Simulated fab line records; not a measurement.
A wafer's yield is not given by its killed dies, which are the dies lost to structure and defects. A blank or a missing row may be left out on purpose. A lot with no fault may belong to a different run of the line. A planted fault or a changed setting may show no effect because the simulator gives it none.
fab line records -- flow sky130
record lots=15, wafers=45, last-day=50
route steps=708 shown POLY_GATE@230 LDD_HVN@277 LDD_LDN@296
lots untouched by any fault: they come from a run of this same line in which no faults occurred
start-h: hours from the record's first day to the start of the lot's first wafer shown -- wait-h: how many hours have passed since the lot's step before this one -- " same as the row above -- L1.1+2: one row covering several wafers at once -- - no value, or no start was given -- * or withheld: withheld -- < > ~ a bound
route shown NAME@n: NAME is a module with steps in the file, n the number in the route of the first one -- usual: mean/standard deviation of fault-free wafers -- same: alike in all rows -- chamber/n: place in a boat -- sites: readings site by site -- _std_site: the standard deviation of these -- _edge_site: inner sites' mean taken away from outer sites' mean -- radius-mm: for every site, how far away it sits from the centre of the wafer -- mask NAME#n: copy n -- behind: tool/chamber where the wafer was last shaped -- hold: why the lot was held/for how many hours/how that ended -- device: which transistor (n, p or np) failed to switch -- end of line: tests run on the same wafers once the route is complete -- for a step that has no rows: nothing shown but its recipe -- killed: not the wafer's yield, but the dies lost to structure and defects at the first sort -- map: the dies of a wafer, with x for killed, . for not killed, _ for no die there
set.NAME: the setting that was run; set.NAME@STEP: the one run at that earlier step -- model.NAME: the simulator's own value behind a step, which no gauge read
route steps across a sampled set of lots; one table per step, one row per wafer
services: from which hour (start-h, from the record's first day; less than 0 if before it) a tool's chamber was out of use, for how many hours, and why
## steps
# step SKY_POLY_GATE_ETCH_16
# recipe stop-on=poly-Si, chemistry=CH3F/O2, target=Si3N4, source-w=400, bias-w=80, pressure-mtorr=25, ch3f-flow-sccm=40, O2_flow_sccm=30, time-s=147.5, target-depth-a=750
# usual drypump-motor-current-A=5.7/0.47, oes-product-au=0.639/0.0058, throttle-valve-pct=10.535/0.0082
lot.wafer,tool,chamber,start-h,wait-h,drypump-motor-current-A,oes-product-au,rf-hours-counter-h,throttle-valve-pct
L253.2,rie-diel-04,2,364.32,0.0,6.0,0.642,2,10.536
L253.3,rie-diel-04,3,364.32,0.0,5.8,0.639,3,10.537
L253.4,rie-diel-04,1,364.32,0.0,5.6,0.646,4,10.536
L254.1,rie-diel-04,1,383.36,0.0,5.6,0.643,4,10.543
L254.5,rie-diel-04,0,383.36,0.0,4.9,0.645,-,10.524
L254.6,rie-diel-04,1,383.36,0.0,5.6,0.641,-,10.534
L255.2,rie-diel-04,1,396.33,0.0,5.6,0.640,5,10.523
L255.3,rie-diel-04,0,396.33,0.0,5.0,0.645,2,10.549
L255.5,rie-diel-04,0,396.33,0.0,4.9,0.638,-,10.528
L256.1,rie-diel-01,1,401.55,0.0,5.5,0.640,54,10.527
L256.4,rie-diel-01,2,401.55,0.0,5.9,0.638,98,10.526
L256.5,rie-diel-01,1,401.55,0.0,5.6,0.646,-,10.532
L257.1,rie-diel-04,3,409.16,0.0,5.8,0.636,4,10.541
L257.4,rie-diel-04,2,409.16,0.0,6.0,0.641,3,10.523
L257.6,rie-diel-04,2,409.16,0.0,6.0,0.648,-,10.533
L258.1,rie-diel-02,2,417.40,0.0,5.1,0.643,3,10.545
L258.3,rie-diel-02,1,417.40,0.0,6.0,0.652,0,10.536
L258.5,rie-diel-02,0,417.40,0.0,6.7,0.637,-,10.542
L261.2,rie-diel-02,1,448.40,0.0,6.0,0.646,1,10.550
L261.5,rie-diel-02,2,448.40,0.0,5.1,0.639,-,10.539
L261.6,rie-diel-02,3,448.40,0.0,5.0,0.648,-,10.542
L262.3,rie-diel-02,1,459.47,0.0,6.0,0.633,2,10.524
L262.4,rie-diel-02,3,459.47,0.0,5.0,0.634,-,10.542
L262.6,rie-diel-02,1,459.47,0.0,6.0,0.632,-,10.532
L264.3,rie-diel-02,1,467.48,0.0,6.0,0.643,2,10.543
L264.5,rie-diel-02,2,467.48,0.0,5.1,0.626,-,10.548
L264.6,rie-diel-02,1,467.48,0.0,6.0,0.639,-,10.527
L267.2,rie-diel-01,0,500.66,0.0,6.1,0.641,1,10.525
L267.3,rie-diel-01,1,500.66,0.0,5.5,0.630,56,10.543
L267.6,rie-diel-01,3,500.66,0.0,5.9,0.635,-,10.546
L271.2,rie-diel-01,3,530.36,0.0,5.9,0.645,6,10.537
L271.3,rie-diel-01,2,530.36,0.0,5.9,0.641,0,10.540
L271.4,rie-diel-01,1,530.36,0.0,5.6,0.626,56,10.531
L272.1,rie-diel-02,1,539.62,0.0,6.0,0.635,3,10.531
L272.2,rie-diel-02,0,539.62,0.0,6.6,0.648,6,10.533
L272.6,rie-diel-02,1,539.62,0.0,6.0,0.639,-,10.546
L274.2,rie-diel-01,1,542.50,0.0,5.6,0.637,57,10.544
L274.4,rie-diel-01,2,542.50,0.0,5.9,0.651,1,10.543
L274.5,rie-diel-01,2,542.50,0.0,6.0,0.654,-,10.537
L275.3,rie-diel-04,0,553.20,0.0,4.9,0.637,5,10.540
L275.4,rie-diel-04,1,553.20,0.0,5.6,0.634,-,10.532
L275.6,rie-diel-04,3,553.20,0.0,5.9,0.629,-,10.528
L276.2,rie-diel-04,0,570.00,0.0,4.9,0.639,5,10.521
L276.4,rie-diel-04,3,570.00,0.0,5.8,0.639,6,10.536
L276.5,rie-diel-04,1,570.00,0.0,5.6,0.638,-,10.540
# step SKY_LDD_HVN_TW_MEAS_10
# usual LDD_HVN_TW=1435/12
lot.wafer,tool,chamber,start-h,wait-h,LDD_HVN_TW
L253.2,film-metro-03,-,458.21,0.1,1433
L253.3,film-metro-03,-,458.21,0.1,1433
L253.4,film-metro-03,-,458.21,0.1,1442
L254.1,film-metro-01,-,478.27,0.1,1445
L254.5,film-metro-01,-,478.27,0.1,1439
L254.6,film-metro-01,-,478.27,0.1,1443
L255.2,film-metro-01,-,493.23,0.1,1452
L255.3,film-metro-01,-,493.23,0.1,1439
L255.5,film-metro-01,-,493.23,0.1,1456
L256.1,film-metro-03,-,498.62,0.1,1438
L256.4,film-metro-03,-,498.62,0.1,1431
L256.5,film-metro-03,-,498.62,0.1,1434
L257.1,film-metro-04,-,504.82,0.1,1426
L257.4,film-metro-04,-,504.82,0.1,1435
L257.6,film-metro-04,-,504.82,0.1,1434
L258.1,film-metro-04,-,512.44,0.1,1430
L258.3,film-metro-04,-,512.44,0.1,1420
L258.5,film-metro-04,-,512.44,0.1,1432
L261.2,film-metro-03,-,544.50,0.1,1432
L261.5,film-metro-03,-,544.50,0.1,1438
L261.6,film-metro-03,-,544.50,0.1,1442
L262.3,film-metro-04,-,555.09,0.1,1412
L262.4,film-metro-04,-,555.09,0.1,1422
L262.6,film-metro-04,-,555.09,0.1,1421
L264.3,film-metro-03,-,563.26,0.1,1433
L264.5,film-metro-03,-,563.26,0.1,1434
L264.6,film-metro-03,-,563.26,0.1,1432
L267.2,film-metro-01,-,596.03,0.1,1460
L267.3,film-metro-01,-,596.03,0.1,1450
L267.6,film-metro-01,-,596.03,0.1,1454
L271.2,film-metro-04,-,624.58,0.1,1424
L271.3,film-metro-04,-,624.58,0.1,1424
L271.4,film-metro-04,-,624.58,0.1,1428
L272.1,film-metro-03,-,633.61,0.1,1438
L272.2,film-metro-03,-,633.61,0.1,1435
L272.6,film-metro-03,-,633.61,0.1,1433
L274.2,film-metro-01,-,636.18,0.1,1435
L274.4,film-metro-01,-,636.18,0.1,1436
L274.5,film-metro-01,-,636.18,0.1,1442
L275.3,film-metro-04,-,645.59,0.1,1430
L275.4,film-metro-04,-,645.59,0.1,1433
L275.6,film-metro-04,-,645.59,0.1,1417
L276.2,film-metro-04,-,662.65,0.1,1440
L276.4,film-metro-04,-,662.65,0.1,1437
L276.5,film-metro-04,-,662.65,0.1,1436
# step SKY_LDD_LDN_OVL_MEAS_07
# usual LDD_LDN_OVL=1.1/1.7
lot.wafer,tool,chamber,start-h,wait-h,LDD_LDN_OVL[nm]
L253.2,overlay-02,-,519.67,0.1,0.3
L253.3,overlay-02,-,519.67,0.1,1.3
L253.4,overlay-02,-,519.67,0.1,1.3
L254.1,overlay-01,-,540.28,0.1,-2.9
L254.5,overlay-01,-,540.28,0.1,-2.3
L254.6,overlay-01,-,540.28,0.1,-0.8
L255.2,overlay-02,-,554.88,0.1,0.1
L255.3,overlay-02,-,554.88,0.1,-0.2
L255.5,overlay-02,-,554.88,0.1,0.5
L256.1,overlay-01,-,560.48,0.1,0.1
L256.4,overlay-01,-,560.48,0.1,-0.7
L256.5,overlay-01,-,560.48,0.1,0.3
L257.1,overlay-02,-,566.32,0.1,3.0
L257.4,overlay-02,-,566.32,0.1,3.3
L257.6,overlay-02,-,566.32,0.1,3.7
L258.1,overlay-02,-,574.23,0.1,-0.5
L258.3,overlay-02,-,574.23,0.1,0.6
L258.5,overlay-02,-,574.23,0.1,1.4
L261.2,overlay-01,-,605.92,0.1,1.8
L261.5,overlay-01,-,605.92,0.1,2.3
L261.6,overlay-01,-,605.92,0.1,1.8
L262.3,overlay-02,-,614.79,0.1,1.2
L262.4,overlay-02,-,614.79,0.1,1.0
L262.6,overlay-02,-,614.79,0.1,0.3
L264.3,overlay-02,-,622.48,0.1,2.4
L264.5,overlay-02,-,622.48,0.1,2.1
L264.6,overlay-02,-,622.48,0.1,3.9
L267.2,overlay-02,-,654.54,0.1,0.5
L267.3,overlay-02,-,654.54,0.1,-0.5
L267.6,overlay-02,-,654.54,0.1,1.2
L271.2,overlay-01,-,681.38,0.1,4.2
L271.3,overlay-01,-,681.38,0.1,2.4
L271.4,overlay-01,-,681.38,0.1,2.9
L272.1,overlay-01,-,690.87,0.1,-2.7
L272.2,overlay-01,-,690.87,0.1,0.0
L272.6,overlay-01,-,690.87,0.1,-3.0
L274.2,overlay-01,-,693.28,0.1,0.7
L274.4,overlay-01,-,693.28,0.1,0.8
L274.5,overlay-01,-,693.28,0.1,2.5
L275.3,overlay-02,-,701.44,0.1,0.1
L275.4,overlay-02,-,701.44,0.1,0.2
L275.6,overlay-02,-,701.44,0.1,-0.1
L276.2,overlay-02,-,718.83,0.1,-1.5
L276.4,overlay-02,-,718.83,0.1,0.6
L276.5,overlay-02,-,718.83,0.1,-0.6
# step SKY_LDD_LDN_IMPLANT_09
# recipe species=As, energy-kev=15, dose-cm2=1.25e+13, tilt-deg=withheld, rotation-deg=113
# usual beam-energy-keV=14.999/0.0051, beam-on-s=9.99/0.2, rotation-deg=112.99/0.029
lot.wafer,tool,chamber,start-h,wait-h,beam-energy-keV,beam-on-s,rotation-deg
L253.2,implanter-04,0,519.88,0.1,14.995,10.04,113.01
L253.3,implanter-04,0,519.88,0.1,14.993,10.06,113.01
L253.4,implanter-04,0,519.88,0.1,15.007,10.18,113.01
L254.1,implanter-01,0,540.62,0.2,14.998,9.74,113.01
L254.5,implanter-01,0,540.62,0.2,15.006,10.14,112.99
L254.6,implanter-01,0,540.62,0.2,14.998,9.97,113.03
L255.2,implanter-01,0,555.09,0.1,14.992,9.89,112.99
L255.3,implanter-01,0,555.09,0.1,14.995,9.70,112.97
L255.5,implanter-01,0,555.09,0.1,14.997,9.85,112.96
L256.1,implanter-02,0,560.67,0.1,14.997,9.88,113.03
L256.4,implanter-02,0,560.67,0.1,14.997,9.92,112.98
L256.5,implanter-02,0,560.67,0.1,14.989,10.11,112.96
L257.1,implanter-04,0,566.50,0.1,15.003,9.90,113.03
L257.4,implanter-04,0,566.50,0.1,14.998,9.93,112.96
L257.6,implanter-04,0,566.50,0.1,15.007,9.76,113.03
L258.1,implanter-04,0,574.41,0.1,15.000,9.67,113.01
L258.3,implanter-04,0,574.41,0.1,14.999,9.70,112.95
L258.5,implanter-04,0,574.41,0.1,14.997,9.69,113.01
L261.2,implanter-01,-,606.13,0.1,-,-,-
L261.5,implanter-01,-,606.13,0.1,-,-,-
L261.6,implanter-01,-,606.13,0.1,-,-,-
L262.3,implanter-01,-,615.01,0.1,-,-,-
L262.4,implanter-01,-,615.01,0.1,-,-,-
L262.6,implanter-01,-,615.01,0.1,-,-,-
L264.3,implanter-04,-,622.70,0.1,-,-,-
L264.5,implanter-04,-,622.70,0.1,-,-,-
L264.6,implanter-04,-,622.70,0.1,-,-,-
L267.2,implanter-04,0,654.74,0.1,14.996,9.92,112.97
L267.3,implanter-04,0,654.74,0.1,14.999,10.01,112.94
L267.6,implanter-04,0,654.74,0.1,15.008,10.24,112.99
L271.2,implanter-02,0,681.59,0.1,14.997,9.95,113.00
L271.3,implanter-02,0,681.59,0.1,15.002,9.97,112.97
L271.4,implanter-02,0,681.59,0.1,15.003,10.05,112.96
L272.1,implanter-02,0,691.05,0.1,15.004,9.94,113.02
L272.2,implanter-02,0,691.05,0.1,15.007,10.18,113.01
L272.6,implanter-02,0,691.05,0.1,15.001,9.97,112.96
L274.2,implanter-04,0,693.49,0.1,14.997,9.87,113.00
L274.4,implanter-04,0,693.49,0.1,14.997,9.97,112.98
L274.5,implanter-04,0,693.49,0.1,14.992,10.06,113.01
L275.3,implanter-04,0,701.67,0.1,15.001,9.74,112.98
L275.4,implanter-04,0,701.67,0.1,14.994,9.82,112.98
L275.6,implanter-04,0,701.67,0.1,14.998,10.25,113.00
L276.2,implanter-01,0,719.04,0.1,15.000,9.75,113.03
L276.4,implanter-01,0,719.04,0.1,14.996,10.11,112.96
L276.5,implanter-01,0,719.04,0.1,14.992,9.93,113.01
# step SKY_LDD_LDN_TW_MEAS_13
# usual LDD_LDN_TW=1467/10
lot.wafer,tool,chamber,start-h,wait-h,hold,LDD_LDN_TW
L253.2,film-metro-03,-,520.41,0.1,-,1487
L253.3,film-metro-03,-,520.41,0.1,-,1488
L253.4,film-metro-03,-,520.41,0.1,-,1480
L254.1,film-metro-04,-,541.62,0.1,-,1472
L254.5,film-metro-04,-,541.62,0.1,-,1461
L254.6,film-metro-04,-,541.62,0.1,-,1460
L255.2,film-metro-04,-,555.62,0.1,-,1454
L255.3,film-metro-04,-,555.62,0.1,-,1457
L255.5,film-metro-04,-,555.62,0.1,-,1457
L256.1,film-metro-04,-,561.22,0.1,-,1451
L256.4,film-metro-04,-,561.22,0.1,-,1462
L256.5,film-metro-04,-,561.22,0.1,-,1453
L257.1,film-metro-02,-,567.05,0.1,-,1478
L257.4,film-metro-02,-,567.05,0.1,-,1474
L257.6,film-metro-02,-,567.05,0.1,-,1474
L258.1,film-metro-03,-,574.96,0.1,-,1478
L258.3,film-metro-03,-,574.96,0.1,-,1483
L258.5,film-metro-03,-,574.96,0.1,-,1479
L261.2,film-metro-04,-,606.66,0.1,await-dispo/0.2h/release,1337
L261.5,film-metro-04,-,606.66,0.1,await-dispo/0.2h/release,1347
L261.6,film-metro-04,-,606.66,0.1,await-dispo/0.2h/release,1339
L261.2,film-metro-04,-,606.89,0.2,-,1345
L261.5,film-metro-04,-,606.89,0.2,-,1331
L261.6,film-metro-04,-,606.89,0.2,-,1346
L262.3,film-metro-02,-,615.53,0.1,await-dispo/0.2h/release,1347
L262.4,film-metro-02,-,615.53,0.1,await-dispo/0.2h/release,1344
L262.6,film-metro-02,-,615.53,0.1,await-dispo/0.2h/release,1351
L262.3,film-metro-02,-,615.76,0.2,-,1344
L262.4,film-metro-02,-,615.76,0.2,-,1342
L262.6,film-metro-02,-,615.76,0.2,-,1339
L264.3,film-metro-04,-,623.22,0.1,await-dispo/0.2h/release,1337
L264.5,film-metro-04,-,623.22,0.1,await-dispo/0.2h/release,1345
L264.6,film-metro-04,-,623.22,0.1,await-dispo/0.2h/release,1335
L264.3,film-metro-04,-,623.45,0.2,-,1343
L264.5,film-metro-04,-,623.45,0.2,-,1339
L264.6,film-metro-04,-,623.45,0.2,-,1347
L267.2,film-metro-03,-,655.28,0.1,-,1477
L267.3,film-metro-03,-,655.28,0.1,-,1473
L267.6,film-metro-03,-,655.28,0.1,-,1474
L271.2,film-metro-04,-,682.12,0.1,-,1481
L271.3,film-metro-04,-,682.12,0.1,-,1484
L271.4,film-metro-04,-,682.12,0.1,-,1480
L272.1,film-metro-04,-,691.60,0.1,-,1487
L272.2,film-metro-04,-,691.60,0.1,-,1482
L272.6,film-metro-04,-,691.60,0.1,-,1479
L274.2,film-metro-02,-,694.02,0.1,-,1457
L274.4,film-metro-02,-,694.02,0.1,-,1460
L274.5,film-metro-02,-,694.02,0.1,-,1459
L275.3,film-metro-02,-,702.19,0.1,-,1458
L275.4,film-metro-02,-,702.19,0.1,-,1461
L275.6,film-metro-02,-,702.19,0.1,-,1453
L276.2,film-metro-02,-,719.57,0.1,-,1457
L276.4,film-metro-02,-,719.57,0.1,-,1461
L276.5,film-metro-02,-,719.57,0.1,-,1465
## services
tool,chamber,start-h,hours,kind
rie-diel-04,-,344.95,2.8,pm
rie-diel-04,0,355.40,3.1,repair
rie-diel-01,1,371.19,8.6,repair
implanter-01,-,383.85,30.0,repair
rie-diel-01,0,406.02,4.5,repair
rie-diel-04,0,411.59,6.0,repair
rie-diel-04,2,419.45,7.6,repair
rie-diel-04,2,445.03,1.3,repair
implanter-01,-,457.20,6.0,pm
rie-diel-02,0,457.52,2.7,repair
implanter-04,-,486.62,13.7,pm
rie-diel-04,1,519.31,2.9,repair
rie-diel-02,-,527.85,2.8,pm
implanter-01,-,529.39,4.1,repair
rie-diel-02,2,531.16,9.1,repair
implanter-04,-,534.69,2.9,pm
rie-diel-04,2,550.29,3.6,repair
rie-diel-02,3,552.51,2.4,repair
implanter-01,-,564.26,5.2,pm
implanter-01,-,602.74,2.9,pm
implanter-04,-,611.06,4.9,pm
rie-diel-02,-,626.60,7.8,repair
implanter-01,-,635.90,11.0,repair
implanter-01,-,705.18,3.5,repair
## key
first-sign step=SKY_LDD_LDN_IMPLANT_09, reading=tool-record, direction=missing
effect step=SKY_LDD_LDN_TW_MEAS_13, reading=visit, direction=added
effect step=SKY_LDD_LDN_TW_MEAS_13, reading=LDD_LDN_TW, direction=down, sigmas=12, usual=1467, struck=1343
met-at SKY_LDD_LDN_IMPLANT_09
struck-lots L261,L262,L264
later-rows-left-out L261.2,L261.5,L261.6,L262.3,L262.4,L262.6,L264.3,L264.5,L264.6
sort-left-out L261.2,L261.5,L261.6,L262.3,L262.4,L262.6,L264.3,L264.5,L264.6
tester-left-out L261,L262,L264
not-acting-at SKY_POLY_GATE_ETCH_16,SKY_LDD_HVN_TW_MEAS_10,SKY_LDD_LDN_OVL_MEAS_07
onset-between 574.41 606.13
fault kind=skipped-step-whole, tool=implanter-01,implanter-04, chamber=-, onset-h=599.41, steps=SKY_LDD_LDN_IMPLANT_09, scope=struck-lots-only
# tester-left-out: of these lots the tester's yield and bins aren't shown, on N5 and GAA mostly nor the transistor test; their killed dies are dies lost to structure and defects alone, not to doping, threshold or leakage, so they don't give the yield
# sort-left-out: the simulated sort isn't trusted on such a fault, so these wafers' sort isn't shown, and their yield isn't known
# later-rows-left-out: the simulator's readings of these wafers behind a module that went badly wrong aren't trusted and aren't shown, but for the sort
